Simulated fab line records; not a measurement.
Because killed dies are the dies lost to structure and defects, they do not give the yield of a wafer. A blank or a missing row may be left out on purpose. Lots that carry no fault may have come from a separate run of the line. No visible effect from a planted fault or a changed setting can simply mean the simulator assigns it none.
What tool caused it? || flow sky130 || 13 lots, 39 wafers sampled, at 5 steps of a route of 708

WHAT THE GAUGES READ, wafer by wafer
The record holds no reading of a measuring or inspecting step that can be judged against a usual standard deviation.

EACH LOT AND THE TOOL THAT RAN IT (in order: tool; ch and the chambers of the sampled wafers; start)
{"lot": "L932", "SKY_CONTACT_CMP_27": "cmp-02 ch 0,2,3, day 32 04:13", "SKY_VIA4_CVD_18": "cvd-w-02 ch 0,1, day 43 05:44", "SKY_METAL5_SPUTTER_01": "pvd-sputter-01, day 43 06:23", "SKY_METAL5_SPUTTER_02": "pvd-sputter-01, day 43 06:25", "SKY_PAD_OPEN_PROBE_99": "-"}
{"lot": "L934", "SKY_CONTACT_CMP_27": "cmp-01 ch 0,2,3, day 33 00:50", "SKY_VIA4_CVD_18": "cvd-w-01 ch 1, day 44 01:30", "SKY_METAL5_SPUTTER_01": "pvd-sputter-02, day 44 02:13", "SKY_METAL5_SPUTTER_02": "pvd-sputter-02, day 44 02:14", "SKY_PAD_OPEN_PROBE_99": "-"}
{"lot": "L936", "SKY_CONTACT_CMP_27": "cmp-01 ch 0,2,3, day 33 21:10", "SKY_VIA4_CVD_18": "cvd-w-01 ch 0,1, day 44 17:18", "SKY_METAL5_SPUTTER_01": "pvd-sputter-02, day 44 17:58", "SKY_METAL5_SPUTTER_02": "pvd-sputter-02, day 44 17:59", "SKY_PAD_OPEN_PROBE_99": "-"}
{"lot": "L935", "SKY_CONTACT_CMP_27": "cmp-01 ch 0,3, day 33 21:59", "SKY_VIA4_CVD_18": "cvd-w-02 ch 0,1, day 44 21:03", "SKY_METAL5_SPUTTER_01": "pvd-sputter-03, day 44 21:51", "SKY_METAL5_SPUTTER_02": "pvd-sputter-03, day 44 21:53", "SKY_PAD_OPEN_PROBE_99": "-"}
{"lot": "L939", "SKY_CONTACT_CMP_27": "cmp-02 ch 0,2,3, day 34 08:34", "SKY_VIA4_CVD_18": "cvd-w-02 ch 0,1, day 45 02:06", "SKY_METAL5_SPUTTER_01": "pvd-sputter-02, day 45 02:42", "SKY_METAL5_SPUTTER_02": "pvd-sputter-02, day 45 02:44", "SKY_PAD_OPEN_PROBE_99": "-"}
{"lot": "L940", "SKY_CONTACT_CMP_27": "cmp-01 ch 0,2,3, day 34 18:48", "SKY_VIA4_CVD_18": "cvd-w-01 ch 0,1, day 45 13:42", "SKY_METAL5_SPUTTER_01": "pvd-sputter-02, day 45 14:22", "SKY_METAL5_SPUTTER_02": "pvd-sputter-02, day 45 14:23", "SKY_PAD_OPEN_PROBE_99": "prober-02, day 48 06:52"}
{"lot": "L941", "SKY_CONTACT_CMP_27": "cmp-01 ch 0,1,2, day 35 06:22", "SKY_VIA4_CVD_18": "cvd-w-02 ch 0,1, day 45 21:53", "SKY_METAL5_SPUTTER_01": "pvd-sputter-03, day 45 22:29", "SKY_METAL5_SPUTTER_02": "pvd-sputter-03, day 45 22:31", "SKY_PAD_OPEN_PROBE_99": "prober-01, day 48 13:44"}
{"lot": "L946", "SKY_CONTACT_CMP_27": "cmp-02 ch 1,2, day 36 09:12", "SKY_VIA4_CVD_18": "cvd-w-02 ch 0,1, day 46 17:34", "SKY_METAL5_SPUTTER_01": "pvd-sputter-01, day 46 18:13", "SKY_METAL5_SPUTTER_02": "pvd-sputter-01, day 46 18:14", "SKY_PAD_OPEN_PROBE_99": "-"}
{"lot": "L948", "SKY_CONTACT_CMP_27": "cmp-02 ch 0,1,2, day 37 05:37", "SKY_VIA4_CVD_18": "cvd-w-02 ch 0,1, day 47 12:43", "SKY_METAL5_SPUTTER_01": "pvd-sputter-02, day 47 13:20", "SKY_METAL5_SPUTTER_02": "pvd-sputter-02, day 47 13:21", "SKY_PAD_OPEN_PROBE_99": "-"}
{"lot": "L949", "SKY_CONTACT_CMP_27": "cmp-02 ch 0,2,3, day 37 10:50", "SKY_VIA4_CVD_18": "cvd-w-02 ch 0,1, day 47 16:06", "SKY_METAL5_SPUTTER_01": "pvd-sputter-02, day 47 16:46", "SKY_METAL5_SPUTTER_02": "pvd-sputter-02, day 47 16:47", "SKY_PAD_OPEN_PROBE_99": "-"}
{"lot": "L950", "SKY_CONTACT_CMP_27": "cmp-02 ch 0,1,3, day 37 19:11", "SKY_VIA4_CVD_18": "cvd-w-01 ch 0,1, day 47 22:10", "SKY_METAL5_SPUTTER_01": "pvd-sputter-02, day 48 00:25", "SKY_METAL5_SPUTTER_02": "pvd-sputter-02, day 48 00:27", "SKY_PAD_OPEN_PROBE_99": "-"}
{"lot": "L952", "SKY_CONTACT_CMP_27": "cmp-02 ch 2,3, day 38 06:52", "SKY_VIA4_CVD_18": "cvd-w-01 ch 0,1, day 48 07:42", "SKY_METAL5_SPUTTER_01": "pvd-sputter-02, day 48 08:19", "SKY_METAL5_SPUTTER_02": "pvd-sputter-02, day 48 08:20", "SKY_PAD_OPEN_PROBE_99": "-"}
{"lot": "L953", "SKY_CONTACT_CMP_27": "cmp-02 ch 1,2,3, day 38 19:37", "SKY_VIA4_CVD_18": "cvd-w-01 ch 0,1, day 48 16:16", "SKY_METAL5_SPUTTER_01": "pvd-sputter-03, day 48 16:56", "SKY_METAL5_SPUTTER_02": "pvd-sputter-03, day 48 16:57", "SKY_PAD_OPEN_PROBE_99": "-"}
- SKY_CONTACT_CMP_27: polishes, stops on SiO2, t overpolish 15 s, target thk 0 nm.
- SKY_VIA4_CVD_18: deposits W, target thk 505 nm, time 152.14 s.
- SKY_METAL5_SPUTTER_01: material TiN, target thk 20 nm, time 16.7 s.
- SKY_METAL5_SPUTTER_02: material AlCu, target thk 1150 nm, time 61.2 s.
- SKY_PAD_OPEN_PROBE_99

AS READ BY THE TOOLS THEMSELVES (means over the sampled wafers that have a number; for cases with no such wafer, the mark the record gives instead)
SKY_CONTACT_CMP_27. Usual: motor-current-A 11.0 A, standard deviation 1.1; overpolish-run-s 15.000 s, standard deviation 0.0087; time-to-endpoint-s 83 s, standard deviation 3.7.
{"lot": "L932", "tool": "cmp-02", "motor-current-A (A)": 10.3, "overpolish-run-s (s)": 15.000, "time-to-endpoint-s (s)": 80, "flag": ""}
{"lot": "L934", "tool": "cmp-01", "motor-current-A (A)": 11.3, "overpolish-run-s (s)": 14.995, "time-to-endpoint-s (s)": 82, "flag": ""}
{"lot": "L936", "tool": "cmp-01", "motor-current-A (A)": 11.1, "overpolish-run-s (s)": 15.000, "time-to-endpoint-s (s)": 83, "flag": ""}
{"lot": "L935", "tool": "cmp-01", "motor-current-A (A)": 11.3, "overpolish-run-s (s)": 15.005, "time-to-endpoint-s (s)": 85, "flag": ""}
{"lot": "L939", "tool": "cmp-02", "motor-current-A (A)": 10.3, "overpolish-run-s (s)": 14.992, "time-to-endpoint-s (s)": 89, "flag": ""}
{"lot": "L940", "tool": "cmp-01", "motor-current-A (A)": 11.5, "overpolish-run-s (s)": 15.000, "time-to-endpoint-s (s)": 86, "flag": ""}
{"lot": "L941", "tool": "cmp-01", "motor-current-A (A)": 11.4, "overpolish-run-s (s)": 15.004, "time-to-endpoint-s (s)": 86, "flag": ""}
{"lot": "L946", "tool": "cmp-02", "motor-current-A (A)": 11.4, "overpolish-run-s (s)": 14.999, "time-to-endpoint-s (s)": 82, "flag": ""}
{"lot": "L948", "tool": "cmp-02", "motor-current-A (A)": 11.3, "overpolish-run-s (s)": 15.005, "time-to-endpoint-s (s)": 80, "flag": ""}
{"lot": "L949", "tool": "cmp-02", "motor-current-A (A)": 10.5, "overpolish-run-s (s)": 15.012, "time-to-endpoint-s (s)": 79, "flag": ""}
{"lot": "L950", "tool": "cmp-02", "motor-current-A (A)": 10.9, "overpolish-run-s (s)": 14.999, "time-to-endpoint-s (s)": 83, "flag": ""}
{"lot": "L952", "tool": "cmp-02", "motor-current-A (A)": 11.2, "overpolish-run-s (s)": 14.996, "time-to-endpoint-s (s)": 81, "flag": ""}
{"lot": "L953", "tool": "cmp-02", "motor-current-A (A)": 10.8, "overpolish-run-s (s)": 15.000, "time-to-endpoint-s (s)": 77, "flag": ""}

SKY_VIA4_CVD_18. Usual: heater-power-w 860 W, standard deviation 72.
{"lot": "L932", "tool": "cvd-w-02", "heater-power-w (W)": 892, "flag": ""}
{"lot": "L934", "tool": "cvd-w-01", "heater-power-w (W)": 762, "flag": ""}
{"lot": "L936", "tool": "cvd-w-01", "heater-power-w (W)": 829, "flag": ""}
{"lot": "L935", "tool": "cvd-w-02", "heater-power-w (W)": 869, "flag": ""}
{"lot": "L939", "tool": "cvd-w-02", "heater-power-w (W)": 930, "flag": ""}
{"lot": "L940", "tool": "cvd-w-01", "heater-power-w (W)": 806, "flag": ""}
{"lot": "L941", "tool": "cvd-w-02", "heater-power-w (W)": 885, "flag": ""}
{"lot": "L946", "tool": "cvd-w-02", "heater-power-w (W)": 945, "flag": ""}
{"lot": "L948", "tool": "cvd-w-02", "heater-power-w (W)": 896, "flag": ""}
{"lot": "L949", "tool": "cvd-w-02", "heater-power-w (W)": 882, "flag": ""}
{"lot": "L950", "tool": "cvd-w-01", "heater-power-w (W)": 786, "flag": ""}
{"lot": "L952", "tool": "cvd-w-01", "heater-power-w (W)": 784, "flag": ""}
{"lot": "L953", "tool": "cvd-w-01", "heater-power-w (W)": 803, "flag": ""}

SKY_METAL5_SPUTTER_01. Usual: throttle-valve-pct 30.2 %, standard deviation 0.8.
{"lot": "L932", "tool": "pvd-sputter-01", "throttle-valve-pct (%)": 30.9, "flag": ""}
{"lot": "L934", "tool": "pvd-sputter-02", "throttle-valve-pct (%)": 29.9, "flag": ""}
{"lot": "L936", "tool": "pvd-sputter-02", "throttle-valve-pct (%)": 30.2, "flag": ""}
{"lot": "L935", "tool": "pvd-sputter-03", "throttle-valve-pct (%)": 29.8, "flag": ""}
{"lot": "L939", "tool": "pvd-sputter-02", "throttle-valve-pct (%)": 29.8, "flag": ""}
{"lot": "L940", "tool": "pvd-sputter-02", "throttle-valve-pct (%)": 30.3, "flag": ""}
{"lot": "L941", "tool": "pvd-sputter-03", "throttle-valve-pct (%)": 29.6, "flag": ""}
{"lot": "L946", "tool": "pvd-sputter-01", "throttle-valve-pct (%)": 31.0, "flag": ""}
{"lot": "L948", "tool": "pvd-sputter-02", "throttle-valve-pct (%)": 30.8, "flag": ""}
{"lot": "L949", "tool": "pvd-sputter-02", "throttle-valve-pct (%)": 29.9, "flag": ""}
{"lot": "L950", "tool": "pvd-sputter-02", "throttle-valve-pct (%)": 30.1, "flag": ""}
{"lot": "L952", "tool": "pvd-sputter-02", "throttle-valve-pct (%)": 30.4, "flag": ""}
{"lot": "L953", "tool": "pvd-sputter-03", "throttle-valve-pct (%)": 29.9, "flag": ""}

SKY_METAL5_SPUTTER_02. Usual: throttle-valve-pct 30.2 %, standard deviation 0.82.
{"lot": "L932", "tool": "pvd-sputter-01", "throttle-valve-pct (%)": 30.7, "flag": ""}
{"lot": "L934", "tool": "pvd-sputter-02", "throttle-valve-pct (%)": 29.9, "flag": ""}
{"lot": "L936", "tool": "pvd-sputter-02", "throttle-valve-pct (%)": 30.3, "flag": ""}
{"lot": "L935", "tool": "pvd-sputter-03", "throttle-valve-pct (%)": 29.7, "flag": ""}
{"lot": "L939", "tool": "pvd-sputter-02", "throttle-valve-pct (%)": 29.9, "flag": ""}
{"lot": "L940", "tool": "pvd-sputter-02", "throttle-valve-pct (%)": 30.0, "flag": ""}
{"lot": "L941", "tool": "pvd-sputter-03", "throttle-valve-pct (%)": 29.7, "flag": ""}
{"lot": "L946", "tool": "pvd-sputter-01", "throttle-valve-pct (%)": 30.8, "flag": ""}
{"lot": "L948", "tool": "pvd-sputter-02", "throttle-valve-pct (%)": 30.8, "flag": ""}
{"lot": "L949", "tool": "pvd-sputter-02", "throttle-valve-pct (%)": 29.9, "flag": ""}
{"lot": "L950", "tool": "pvd-sputter-02", "throttle-valve-pct (%)": 30.1, "flag": ""}
{"lot": "L952", "tool": "pvd-sputter-02", "throttle-valve-pct (%)": 30.3, "flag": ""}
{"lot": "L953", "tool": "pvd-sputter-03", "throttle-valve-pct (%)": 29.6, "flag": ""}

SKY_PAD_OPEN_PROBE_99. Usual: killed_at_M0_to_M3 43, standard deviation 6.8; killed_at_M4_up 3.1, standard deviation 1.6; killed-at-contacts 24, standard deviation 5.4; killed-at-front-end 16, standard deviation 4.4; killed-at-other 0.2, standard deviation 0.48; killed-dies 87, standard deviation 8.8; killed-on-rim 17, standard deviation 3.4; killed-open 48, standard deviation 6.4; killed-short 39, standard deviation 6.2.
{"lot": "L940", "tool": "prober-02", "killed_at_M0_to_M3": 34, "killed_at_M4_up": 3.7, "killed-at-contacts": 259, "killed-at-front-end": 10, "killed-at-other": 0.0, "killed-dies": 307, "killed-on-rim": 60, "killed-open": 39, "killed-short": 25, "flag": "OFF"}
{"lot": "L941", "tool": "prober-01", "killed_at_M0_to_M3": 37, "killed_at_M4_up": 2.3, "killed-at-contacts": 266, "killed-at-front-end": 14, "killed-at-other": 0.0, "killed-dies": 318, "killed-on-rim": 66, "killed-open": 41, "killed-short": 29, "flag": "OFF"}

THE ANSWER, worked out from the rows above alone
Rule: take the mean of a lot's wafers that have a number; if it is more than 3 standard deviations from the usual mean, the lot is off. A lot without any number at a reading at which 4 lots or more have one is off too. Where the step has rows for the other lots, those lots are counted as sound. Order of review: gauges by route order, followed by the tools' own readings, for which a lot's mean as printed above is used. The first step at which some lot is off is used, and at that step the reading that is off furthest; a lot without a number counts as furthest.
Off: L940, L941, at SKY_PAD_OPEN_PROBE_99 (killed-at-contacts). Neither off nor sound, because the step has no rows for them: L932, L934, L936, L935, L939, L946, L948, L949, L950, L952, L953.
If a tool, at that step or one of the process steps before it, ran each lot that is off and ran no sound lot following the first of them, it fits. One fits: cmp-01 at SKY_CONTACT_CMP_27. It ran no sound lot before its first lot that is off in this sample, so the start can't be narrowed down.

WHAT HAD BEEN PUT IN BY THE SIMULATOR
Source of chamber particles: cmp-01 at SKY_CONTACT_CMP_27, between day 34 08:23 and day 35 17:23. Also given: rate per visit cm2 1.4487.
Struck lots among those shown: L940, L941. The same result came from the rule above.
